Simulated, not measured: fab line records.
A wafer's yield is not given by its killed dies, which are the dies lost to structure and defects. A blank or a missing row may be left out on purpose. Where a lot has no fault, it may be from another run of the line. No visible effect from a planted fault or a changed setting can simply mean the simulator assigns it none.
Problem report, 8D (eight disciplines) form, completed by code -- flow gf180mcu -- the parts of the form that need people (team, actions taken, sign-off) are left out

## 1. PROBLEM STATEMENT
On 3 wafers of 1 lot, oes_product_au at GF_DUAL_GATE_STRIP_13 has a mean of 0.912 a.u.; fault-free wafers read 0.717 a.u., standard deviation 0.0041. That is +48 standard deviations from the usual mean.
The step: strips in O2/N2.
First observed at day 12 02:25: wafer L931.1, on plasma_asher-01. The record has a number at this step for 39 wafers belonging to 13 lots. By rule, "out" or "out of limits" means more than 4 standard deviations away from the usual mean. The rest of the wafers with a number are treated as sound.

## 2. WHAT THIS IS AND IS NOT
question,is,is not
which readings at this step,oes_product_au,"drypump_motor_current_A, heater_power_w"
which lots,L931,"L918, L919, L920, L921, L922, L932, L936, L937, L938, L939, L940, L941"
which wafers of those lots,all that have a number,-
read on which tools,plasma_asher-01,"plasma_asher-03, plasma_asher-04"
when,from day 12 02:25,"up to then (15 sound wafers); but 21 sound wafers of L932, L936, L937, L938, L939, L940, L941 came after"

## 3. SUSPECTS, AND WHAT RULES EACH OUT
Counting: a tool at a process step up to the reading stays a suspect if it ran every lot that is out and no sound lot after the first of them.
- plasma_asher-01 at GF_DUAL_GATE_STRIP_13 (strips in O2/N2): ruled out as a lasting fault. Following L931 (day 12 02:25), the first lot on it that is out, the sound lots L937, L938 were run on it.
Left after counting: nothing in the record.

## 4. THE CAUSE (what the simulator had put in)
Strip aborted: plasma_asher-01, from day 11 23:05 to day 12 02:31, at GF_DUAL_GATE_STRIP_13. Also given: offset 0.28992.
Counting ruled it out, wrongly.

## 5. THE CHAIN OF EFFECTS, in route order
One row per reading whose mean, taken over the struck wafers that have a number, lies over 3 standard deviations from the usual. Only readings for which the record gives a usual standard deviation are gone through. hours: the time from each lot's start at the first step in this table that gives one to its start at this step, as a median over the lots. sigmas: the change in usual standard deviations.
hours,step,reading,usual,on struck wafers,change,sigmas
0,GF_DUAL_GATE_STRIP_13,oes_product_au,0.717 a.u.,0.912,+0.195,+48
The process steps in it:
- GF_DUAL_GATE_STRIP_13: strips in O2/N2.
Readings that are blank on the struck wafers while sound wafers have them: strip_time_to_endpoint_s at GF_DUAL_GATE_STRIP_13.

## 6. WHAT WOULD HAVE CAUGHT IT SOONER
In this record no reading fell out of limits until day 12 02:25, 3 hours after the fault had begun at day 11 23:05.
